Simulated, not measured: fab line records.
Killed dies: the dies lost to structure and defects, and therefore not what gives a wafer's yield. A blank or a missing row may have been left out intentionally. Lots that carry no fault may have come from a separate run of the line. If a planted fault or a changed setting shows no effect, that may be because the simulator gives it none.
Split-lot study + flow gf180mcu + 23 wafers read from 5 lots, route of 602 steps

ON THE SPLIT
At GF_HV_LDD_COAT_14 (resist thk 1000 nm), the setting resistThkNm was moved away from the recipe's 1000 nm on 4 of the 23 wafers read, by -1.9% to +2.2%. The other wafers ran this setting at the recipe's value.

The reading comes from the split's own step.

THE READING
NOVOLAK_of_HV_LDD_COAT_14.thkNm (the simulator's own value, which no gauge read), in nm, at GF_HV_LDD_COAT_14 (resist thk 1000 nm). The file does not state a usual value for it. Here, 19 wafers ran the recipe; their average is 1000.9 nm with a standard deviation of 4.1 nm.

| wafer  | tool, chamber at the split | resistThkNm as run, nm | against the recipe | NOVOLAK_of_HV_LDD_COAT_14.thkNm, nm | against lot-mates on the recipe |
|--------|----------------------------|------------------------|--------------------|-------------------------------------|---------------------------------|
| L075.1 | lithoTrack-03, 0           | 1000                   | recipe             | 1005                                | -                               |
| L075.3 | lithoTrack-03, 0           | 1000                   | recipe             | 1003                                | -                               |
| L075.4 | lithoTrack-03, 0           | 1000                   | recipe             | 1003                                | -                               |
| L075.6 | lithoTrack-03, 0           | 1000                   | recipe             | 1003                                | -                               |
| L075.5 | lithoTrack-03, 0           | 1000                   | recipe             | 1001                                | -                               |
| L076.1 | lithoTrack-04, 0           | 1022                   | +2.2%              | 1025                                | +22.3                           |
| L076.3 | lithoTrack-04, 0           | 1000                   | recipe             | 1003                                | -                               |
| L076.5 | lithoTrack-04, 0           | 1000                   | recipe             | 1003                                | -                               |
| L076.4 | lithoTrack-04, 0           | 1022                   | +2.2%              | 1023                                | +20.3                           |
| L076.6 | lithoTrack-04, 0           | 1000                   | recipe             | 1002                                | -                               |
| L079.2 | lithoTrack-01, 0           | 1000                   | recipe             | 994.3                               | -                               |
| L079.5 | lithoTrack-01, 0           | 1000                   | recipe             | 990.1                               | -                               |
| L079.6 | lithoTrack-01, 0           | 1000                   | recipe             | 992.1                               | -                               |
| L082.1 | lithoTrack-03, 0           | 1000                   | recipe             | 1004                                | -                               |
| L082.3 | lithoTrack-03, 0           | 1000                   | recipe             | 1005                                | -                               |
| L082.4 | lithoTrack-03, 0           | 1000                   | recipe             | 999.4                               | -                               |
| L082.5 | lithoTrack-03, 0           | 1000                   | recipe             | 1002                                | -                               |
| L082.6 | lithoTrack-03, 0           | 1000                   | recipe             | 1002                                | -                               |
| L084.2 | lithoTrack-03, 0           | 981.1                  | -1.9%              | 984                                 | -18.0                           |
| L084.3 | lithoTrack-03, 0           | 1000                   | recipe             | 1002                                | -                               |
| L084.4 | lithoTrack-03, 0           | 1000                   | recipe             | 1001                                | -                               |
| L084.5 | lithoTrack-03, 0           | 981.1                  | -1.9%              | 981.8                               | -20.2                           |
| L084.6 | lithoTrack-03, 0           | 1000                   | recipe             | 1003                                | -                               |

THE FIT
A straight line over all 23 wafers: NOVOLAK_of_HV_LDD_COAT_14.thkNm changes by +10.1 nm for each +1% of resistThkNm; r = +0.92; the points scatter about the line by 3.9 nm.
The same after taking each lot's own level away (the mean of its wafers on the recipe; 23 wafers): +9.87 nm for each +1%; r = +0.99; scatter 1.4 nm.
That fit puts the effect of the largest move of resistThkNm on the reading at 22 nm.
The span of the lots' own levels, 992.17 to 1003.00 nm, comes to 2.7 times the standard deviation stated above.
Hence the lot-to-lot level has little effect on the slope; both slopes agree.
Check: with one of the wafers moved furthest among these (+2.2%) left out of the fit, the line predicts +21.3 nm for it against its lot-mates. It came out at +22.3 nm against them.

THE WHOLE CHAIN: every reading that the file lists as answering this split, in the file's order
| step               | what it does       | reading                                                                          | change (the file's fit)              | r (the file's) |
|--------------------|--------------------|----------------------------------------------------------------------------------|--------------------------------------|----------------|
| GF_HV_LDD_COAT_14  | resist thk 1000 nm | NOVOLAK_of_HV_LDD_COAT_14.thkNm (the simulator's own value, which no gauge read) | +9.9 nm for each +1% of the setting  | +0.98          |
| GF_HV_LDD_STRIP_22 | strips in O2/N2    | stripTimeToEndpointS                                                             | withheld for each +1% of the setting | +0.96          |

THE FILE'S OWN FIT
NOVOLAK_of_HV_LDD_COAT_14.thkNm changes by +9.9 nm for each +1% of resistThkNm, r = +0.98.
